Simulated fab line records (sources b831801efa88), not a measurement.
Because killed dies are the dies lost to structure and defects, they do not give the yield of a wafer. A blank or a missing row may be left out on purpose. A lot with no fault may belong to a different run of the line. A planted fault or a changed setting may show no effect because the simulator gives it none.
Matching of chambers	flow sky130	pecvd-04 running SKY_CAP2M_CVD_00: 3 sister chambers
The step deposits SiO2, target thk 15.5 nm. 16 wafers are shown with their chamber, then 7 later ones without.

## WAFERS WITH THEIR CHAMBER
wafer	chamber	heater_power_w (W)
L639.2	2	623
L639.4	1	543
L639.5	0	675
L642.1	0	766
L642.4	2	607
L642.6	0	772
L643.1	0	734
L643.3	1	611
L643.5	0	717
L644.1	1	577
L644.5	2	572
L644.6	1	579
L646.2	0	752
L646.3	1	582
L646.6	1	608
L652.1	0	773

SIGNATURES (means of the wafers above)
reading	chamber 0	chamber 1	chamber 2	scatter within a chamber
heater_power_w	741.29	583.33	600.67	30.6
Rule: for a wafer and a chamber, the distance is found by dividing, reading by reading, the gap between the wafer's reading and the chamber's mean by the reading's scatter, squaring, summing and taking the root. If the next closest chamber is less than 2 further off than the closest, the wafer can't be placed; otherwise it belongs to the closest. How the scatter is found: for the shown wafers, subtract from each reading the mean of its chamber, square and add these, divide the total by (wafers less chambers), then take the root.

## WAFERS WHOSE CHAMBER IS MISSING
wafer	heater_power_w (W)
L652.5	781
L656.2	530
L656.4	530
L656.6	720
L657.1	591
L657.4	726
L657.5	575

## WHICH CHAMBER EACH WENT THROUGH
wafer	from the rows above	in truth
L652.5	0	0
L656.2	can't be placed: 1 or 2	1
L656.4	can't be placed: 1 or 2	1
L656.6	0	0
L657.1	can't be placed: 1 or 2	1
L657.4	0	0
L657.5	can't be placed: 1 or 2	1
3 of 7 placed correctly. From these rows, 4 cannot be placed; in 4 the true chamber is one of the candidates. Number placed wrongly: 0.
